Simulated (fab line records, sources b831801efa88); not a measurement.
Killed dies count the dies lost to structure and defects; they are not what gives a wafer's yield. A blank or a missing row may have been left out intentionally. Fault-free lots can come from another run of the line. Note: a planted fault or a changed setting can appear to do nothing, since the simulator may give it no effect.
fab line records	flow sky130
[record] lots = 6	wafers = 16	last-day = 49
route steps=708 shown NWELL@59 PAD_OPEN@708
lots that met no fault: from a run of the same line without faults
start-h: the number of hours between the record's first day and the start of the first shown wafer of the lot	wait-h: how many hours have passed since the lot's step before this one	" identical to the entry in the row above	L1.1+2: one row covering several wafers at once	- no value, or no start was given	* or withheld: withheld	< > ~ a bound
route shown NAME@n: a module of which the file shows steps, and the number in the route of the first	usual: mean and standard deviation over wafers with no fault	same: alike in all rows	chamber/n: place in a boat	sites: each site's reading	_std_site: their standard deviation	_edge_site: mean of outer sites minus mean of inner sites	radius-mm: for every site, how far away it sits from the centre of the wafer	mask NAME#n: copy n	behind: the most recent tool/chamber to have shaped the wafer	hold: the reason the lot was held/the length of the hold in hours/how it ended	device: the n, p or np transistor that did not switch	end of line: the same wafers' tests at the end of the route	where a step has no rows: the recipe by itself	killed: dies that structure and defects cost at the first sort, which is not the same as the wafer's yield	map: shows each die of a wafer: x if killed, . if not, _ if none is there
set.NAME: the run value of the setting; set.NAME@STEP: its run value at that earlier step	model.NAME: the simulator's own value behind a step, which no gauge read
lots at selected steps of the route; one table per step, one row per wafer
services: when a tool's chamber went out of use (start-h, in hours from the record's first day, below 0 if earlier), for how many hours, and the reason
[[steps]]
[step SKY_NWELL_SOFTBAKE_06]
[recipe] temp-c = 110	time-s = withheld
[step SKY_NWELL_EXPOSE_07]
[recipe] mask-id = NWM	na = 0.6	source-shape = conventional	sigma-outer = 0.6	polarization = unpolarized	target-cd-nm = 840	dose-mj = 255
[step SKY_NWELL_PEB_08]
[recipe] temp-c = 115	time-s = withheld
[step SKY_NWELL_DEVELOP_09]
[recipe] wall-angle-deg = 90	developer = TMAH	develop-time-s = 60	dev-temp-c = 23
[step SKY_NWELL_OVL_MEAS_10]
[usual] NWELL_00_OVL = 0.6/1.3
lot.wafer	tool	chamber	start-h	wait-h	NWELL_00_OVL[nm]
L957.4	overlay-02	-	104.72	-	0.2
L957.5	"	-	"	"	0.7
L957.6	"	-	"	"	0.6
L963.1	overlay-02	-	138.05	-	0.6
L963.2	"	-	"	"	2.4
L963.4	"	-	"	"	1.0
L966.2	overlay-02	-	155.00	-	1.7
L966.3	"	-	"	"	1.5
L966.6	"	-	"	"	1.4
L967.1	overlay-01	-	160.79	-	1.9
L967.3	"	-	"	"	0.3
L967.5	"	-	"	"	0.4
L969.4	overlay-02	-	173.87	-	0.4
L969.5	"	-	"	"	1.7
L974.1	overlay-02	-	204.14	-	-0.8
L974.5	"	-	"	"	0.4
[step SKY_NWELL_IMPLANT_11]
[recipe] species = P	energy-kev = 400	dose-cm2 = 1.9e+13	tilt-deg = withheld
[step SKY_NWELL_IMPLANT_12]
[recipe] species = P	energy-kev = 120	dose-cm2 = 1.3e+12	tilt-deg = withheld
[step SKY_NWELL_IMPLANT_13]
[recipe] species = P	energy-kev = 50	dose-cm2 = 7e+11	tilt-deg = withheld
[step SKY_NWELL_STRIP_14]
[recipe] chemistry = O2/N2	power-w = 1400	pressure-mtorr = 1500	platen-temp-c = withheld	o2-flow-sccm = 3000	n2-flow-sccm = 300	overash-fraction = 0.5
[usual] drypump-motor-current-A = 5.80/0.25	oes-product-au = 0.722/0.0046	strip-time-to-endpoint-s = 36.96/0.092
[same] overash-fraction = 0.5
lot.wafer	tool	chamber	start-h	wait-h	drypump-motor-current-A	oes-product-au	rf-hours-counter-h	strip-time-to-endpoint-s
L957.4	plasma-asher-02	1	105.22	0.1	5.75	0.726	-	37.07
L957.5	"	0	"	"	5.80	0.734	-	37.13
L957.6	"	1	"	"	5.74	0.720	-	37.00
L963.1	plasma-asher-02	1	138.53	0.1	5.72	0.726	2	37.05
L963.2	"	0	"	"	5.84	0.723	2	37.15
L963.4	"	1	"	"	5.72	0.723	-	37.06
L966.2	plasma-asher-03	0	155.48	0.1	6.08	0.720	50	37.01
L966.3	"	1	"	"	5.33	0.716	-	36.86
L966.6	"	1	"	"	5.30	0.720	-	36.98
L967.1	plasma-asher-04	0	161.28	0.1	5.75	0.717	34	36.84
L967.3	"	0	"	"	5.74	0.723	-	36.94
L967.5	"	0	"	"	5.74	0.725	-	36.92
L969.4	plasma-asher-02	1	174.37	0.1	5.74	0.718	-	36.98
L969.5	"	1	"	"	5.80	0.728	-	36.86
L974.1	plasma-asher-03	0	204.63	0.1	6.04	0.716	55	36.96
L974.5	"	0	"	"	6.06	0.722	-	36.98
[step SKY_NWELL_TW_MEAS_15]
[usual] NWELL_TW = 1818/13
lot.wafer	tool	chamber	start-h	wait-h	NWELL_TW
L957.4	film-metro-04	-	105.31	0.1	1813
L957.5	"	-	"	"	1808
L957.6	"	-	"	"	1818
L963.1	film-metro-03	-	138.63	0.1	1824
L963.2	"	-	"	"	1830
L963.4	"	-	"	"	1828
L966.2	film-metro-02	-	155.59	0.1	1795
L966.3	"	-	"	"	1797
L966.6	"	-	"	"	1806
L967.1	film-metro-03	-	161.38	0.1	1831
L967.3	"	-	"	"	1820
L967.5	"	-	"	"	1819
L969.4	film-metro-02	-	174.46	0.1	1810
L969.5	"	-	"	"	1820
L974.1	film-metro-03	-	204.73	0.1	1827
L974.5	"	-	"	"	1828
[step SKY_NWELL_DEHYDRATE_16]
[recipe] temp-c = 200	time-s = 60
[step SKY_NWELL_HMDS_17]
[recipe] prime-time-s = 60	prime-temp-c = 120
[step SKY_NWELL_COAT_18]
[recipe] spin-rpm = 2000	resist-thk-nm = 3000
lot.wafer	tool	chamber	start-h	wait-h	model.coat_of_NWELL_COAT_18.thk-nm
L957.4	litho-track-02	0	113.66	0.1	3015
L957.5	"	0	"	"	3026
L957.6	"	0	"	"	3024
L963.1	litho-track-03	0	147.30	0.1	2999
L963.2	"	0	"	"	2996
L963.4	"	0	"	"	3008
L966.2	litho-track-02	0	165.06	0.1	2999
L966.3	"	0	"	"	3001
L966.6	"	0	"	"	2997
L967.1	litho-track-03	0	170.20	0.1	2997
L967.3	"	0	"	"	2996
L967.5	"	0	"	"	2994
L969.4	litho-track-02	0	185.21	0.1	3015
L969.5	"	0	"	"	2908
L974.1	litho-track-02	0	214.49	0.1	2908
L974.5	"	0	"	"	2897
[step SKY_NWELL_SOFTBAKE_19]
[recipe] temp-c = 110	time-s = withheld
[step SKY_NWELL_EXPOSE_20]
[recipe] mask-id = NWM_COMPLEMENT	na = 0.6	source-shape = conventional	sigma-outer = 0.6	polarization = unpolarized	target-cd-nm = 840	dose-mj = 260
[step SKY_NWELL_PEB_21]
[recipe] temp-c = 115	time-s = withheld
[step SKY_NWELL_DEVELOP_22]
[recipe] wall-angle-deg = 90	developer = TMAH	develop-time-s = 60	dev-temp-c = 23
lot.wafer	tool	chamber	start-h	wait-h	model.coat_of_NWELL_COAT_18.thk-nm
L957.4	litho-track-01	0	-	-	3010
L957.5	"	0	"	"	3022
L957.6	"	0	"	"	3019
L963.1	litho-track-03	0	-	-	2995
L963.2	"	0	"	"	2991
L963.4	"	0	"	"	3004
L966.2	litho-track-02	0	-	-	2995
L966.3	"	0	"	"	2996
L966.6	"	0	"	"	2993
L967.1	litho-track-01	0	-	-	2993
L967.3	"	0	"	"	2992
L967.5	"	0	"	"	2990
L969.4	litho-track-01	0	-	-	3011
L969.5	"	0	"	"	2904
L974.1	litho-track-03	0	-	-	2904
L974.5	"	0	"	"	2893
[step SKY_NWELL_OVL_MEAS_23]
[usual] NWELL_01_OVL = 0.4/1.4
lot.wafer	tool	chamber	start-h	wait-h	NWELL_01_OVL[nm]
L957.4	overlay-02	-	123.36	-	0.1
L957.5	"	-	"	"	-2.1
L957.6	"	-	"	"	-2.7
L963.1	overlay-02	-	157.70	-	0.5
L963.2	"	-	"	"	3.4
L963.4	"	-	"	"	1.3
L966.2	overlay-02	-	175.34	-	2.2
L966.3	"	-	"	"	1.7
L966.6	"	-	"	"	3.7
L967.1	overlay-02	-	181.74	-	0.6
L967.3	"	-	"	"	-1.1
L967.5	"	-	"	"	0.1
L969.4	overlay-01	-	195.76	-	-0.5
L969.5	"	-	"	"	-2.4
L974.1	overlay-01	-	226.80	-	-0.3
L974.5	"	-	"	"	0.7
[step SKY_NWELL_IMPLANT_24]
[recipe] species = B	energy-kev = 140	dose-cm2 = 9.2e+12	tilt-deg = withheld
[step SKY_NWELL_STRIP_25]
[recipe] chemistry = O2/N2	power-w = 1400	pressure-mtorr = 1500	platen-temp-c = withheld	o2-flow-sccm = 3000	n2-flow-sccm = 300	overash-fraction = 0.5
[usual] drypump-motor-current-A = 5.81/0.24	oes-product-au = 0.722/0.0049	strip-time-to-endpoint-s = 36.96/0.11
[same] overash-fraction = 0.5
lot.wafer	tool	chamber	start-h	wait-h	drypump-motor-current-A	oes-product-au	rf-hours-counter-h	strip-time-to-endpoint-s
L957.4	plasma-asher-03	0	123.56	0.1	6.06	0.724	-	37.09
L957.5	"	1	"	"	5.31	0.719	-	37.20
L957.6	"	0	"	"	6.13	0.716	-	37.19
L963.1	plasma-asher-02	0	157.88	0.1	5.84	0.717	4	36.90
L963.2	"	1	"	"	5.76	0.720	4	36.86
L963.4	"	1	"	"	5.75	0.725	-	37.00
L966.2	plasma-asher-03	1	175.52	0.1	5.34	0.715	52	36.90
L966.3	"	0	"	"	6.08	0.723	-	36.95
L966.6	"	1	"	"	5.33	0.724	-	36.89
L967.1	plasma-asher-02	1	181.93	0.1	5.76	0.716	6	36.88
L967.3	"	1	"	"	5.73	0.719	-	36.87
L967.5	"	1	"	"	5.76	0.725	-	36.83
L969.4	plasma-asher-02	0	195.96	0.1	5.86	0.711	-	37.09
L969.5	"	1	"	"	5.76	0.726	-	35.88
L974.1	plasma-asher-03	0	226.98	0.1	6.11	0.721	57	35.86
L974.5	"	1	"	"	5.31	0.722	-	35.71
[step SKY_NWELL_TW_MEAS_26]
[usual] NWELL_2_TW = 496/3.5
lot.wafer	tool	chamber	start-h	wait-h	NWELL_2_TW
L957.4	film-metro-02	-	123.66	0.1	494
L957.5	"	-	"	"	493
L957.6	"	-	"	"	496
L963.1	film-metro-02	-	157.98	0.1	492
L963.2	"	-	"	"	495
L963.4	"	-	"	"	491
L966.2	film-metro-03	-	175.63	0.1	500
L966.3	"	-	"	"	500
L966.6	"	-	"	"	498
L967.1	film-metro-02	-	182.03	0.1	497
L967.3	"	-	"	"	491
L967.5	"	-	"	"	495
L969.4	film-metro-02	-	196.06	0.1	490
L969.5	"	-	"	"	489
L974.1	film-metro-03	-	227.11	0.1	501
L974.5	"	-	"	"	502
[step SKY_PAD_OPEN_PROBE_99]
[usual] killed_at_M0_to_M3 = 43/7.3	killed_at_M4_up = 3.1/1.7	killed-at-contacts = 25/5.3	killed-at-front-end = 15/4.3	killed-at-other = 0.2/0.54	killed-dies = 87/10	killed-open = 48/7.6	killed-short = 38/6.1
[same] gross-dies = 492	killed-at-back-side = 0
lot.wafer	tool	chamber	start-h	wait-h	killed_at_M0_to_M3	killed_at_M4_up	killed-at-contacts	killed-at-front-end	killed-at-other	killed-dies	killed-open	killed-short
L966.2	prober-02	-	1150.12	0.1	38	2	22	17	0	79	45	32
L966.3	prober-02	-	1150.17	0.2	48	3	18	16	1	86	52	34
L966.6	prober-02	-	1150.32	0.2	51	2	27	15	0	95	63	32
// killed by level:class
L966.2 VIA1:geometric-particle:open=8 POLY_GATE:geometric-particle:short=7 LI_CONTACT:geometric-particle:open=7 VIA3:geometric-particle:open=6 CONTACT:geometric-particle:open=6 CONTACT:geometric-particle:short=6 VIA2:geometric-particle:open=6 METAL2:geometric-particle:short=4
L966.3 VIA1:geometric-particle:open=13 METAL2:geometric-particle:short=8 CONTACT:geometric-particle:open=7 POLY_GATE:geometric-particle:open=6 VIA3:geometric-particle:open=6 FIELD_ISO:geometric-particle:short=5 METAL2:geometric-particle:open=5 LI_CONTACT:geometric-particle:open=4
L966.6 VIA1:geometric-particle:open=15 CONTACT:geometric-particle:open=11 LI_CONTACT:geometric-particle:open=9 VIA3:geometric-particle:open=8 VIA2:geometric-particle:open=6 VIA1:geometric-particle:short=5 POLY_GATE:geometric-particle:short=4 POLY_GATE:geometric-particle:open=4
[[services]]
tool	chamber	start-h	hours	kind
litho-track-01	-	94.03	-	consumable-replace:filter
plasma-asher-02	-	108.75	9.0	pm
plasma-asher-02	0	108.75	9.0	vent-cycle
plasma-asher-02	1	108.75	9.0	vent-cycle
plasma-asher-02	0	117.75	-	clean
plasma-asher-02	1	117.75	-	clean
plasma-asher-03	-	162.68	1.5	repair
plasma-asher-02	-	185.82	7.5	repair
plasma-asher-03	-	219.56	2.9	repair
[[key]]
[first-sign] step = SKY_NWELL_STRIP_25	reading = strip-time-to-endpoint-s	direction = down	sigmas = 11	usual = *	struck = *
effect none on later readings
[model-effect] step = SKY_NWELL_COAT_18	value = coat_of_NWELL_COAT_18.thk-nm	without = 3012	struck = 2904
[model-effect] step = SKY_NWELL_DEVELOP_22	value = coat_of_NWELL_COAT_18.thk-nm	without = 3008	struck = 2900
met-at SKY_NWELL_COAT_18
struck-wafers L969.5,L974.1,L974.5
tester-left-out L969,L974
onset-between 165.06 185.21
[fault] kind = process-parameter-drift	tool = litho-track-02	chamber = -	onset-h = 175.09	steps = SKY_NWELL_COAT_18	channel = resist-thk-nm	offset = -107.58	shape = step	end-h = 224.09	scope = struck-wafers-only	acts-in = these-recipes-only	stated = 3000
// tester-left-out: of these lots the tester's yield and bins aren't shown, on N5 and GAA mostly nor the transistor test; their killed dies are dies lost to structure and defects alone, not to doping, threshold or leakage, so they don't give the yield
